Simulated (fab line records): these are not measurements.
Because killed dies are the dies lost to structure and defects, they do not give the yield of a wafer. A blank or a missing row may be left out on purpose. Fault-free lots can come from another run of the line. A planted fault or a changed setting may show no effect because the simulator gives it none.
The same fault as seen by 2 desks    flow sky130    what lay behind the numbers comes last; until then each desk has only its own

## AT THE TOOL OWNER'S DESK: lithoTrack-02
Per lot that ran on this tool, the mean of the sampled wafers carrying a number, from the tool's own readings at SKY_CONTACT_SOFTBAKE_10 (time 90 s). A lot is out of limits, marked OUT, if its mean lies more than 4 standard deviations from the usual mean; the brackets give that distance.
Columns: A = runLengthS at SKY_CONTACT_SOFTBAKE_10, usual 119.15 s
lot   first seen here  A
L182  day 31 17:00     119.22
L191  day 34 10:00     124.18 (+18) OUT
L192  day 34 15:00     124.31 (+18) OUT
This desk finds L191, L192 out of limits, L191 being first, at day 34 10:00 (runLengthS at SKY_CONTACT_SOFTBAKE_10). L182 stayed within limits.

## METROLOGY DESK
Lot by lot, what the gauges showed, no matter which tool ran the lot: averages of those sampled wafers that carry a number. A lot is out of limits, marked OUT, if its mean lies more than 4 standard deviations from the usual mean; the brackets give that distance.
Columns: A = CONTACT_W_THK at SKY_CONTACT_THK_MEAS_26, usual 337 nm
lot   first seen here  A
L181  day 32 08:01     339
L182  day 32 08:40     340
L184  day 32 12:13     334
L186  day 33 08:17     336
L188  day 34 00:56     333
L191  day 35 00:07     338
L192  day 35 04:53     337
L196  day 36 08:43     337
L197  day 36 18:20     329
L201  day 38 07:00     346
L202  day 38 21:37     339
L203  day 38 23:10     340
L204  day 39 14:58     333
This desk's finding: nothing out of limits on any of the 13 lots.

## TAKEN TOGETHER
The tool owner's desk had the chance to raise an alarm at day 34 10:00 on L191, L192.
Nothing out of limits was seen by the metrology desk.
The metrology desk holds a record of L191, L192, inside its limits.
On lithoTrack-02, each named lot ran SKY_CONTACT_SOFTBAKE_10.

## WHAT HAD BEEN PUT IN BY THE SIMULATOR
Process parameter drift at SKY_CONTACT_SOFTBAKE_10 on lithoTrack-02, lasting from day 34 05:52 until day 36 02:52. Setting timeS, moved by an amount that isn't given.
Shown lots that were struck: L191, L192.
Each desk's first reading out of limits, in hours after the fault started: the tool owner's desk, 4.
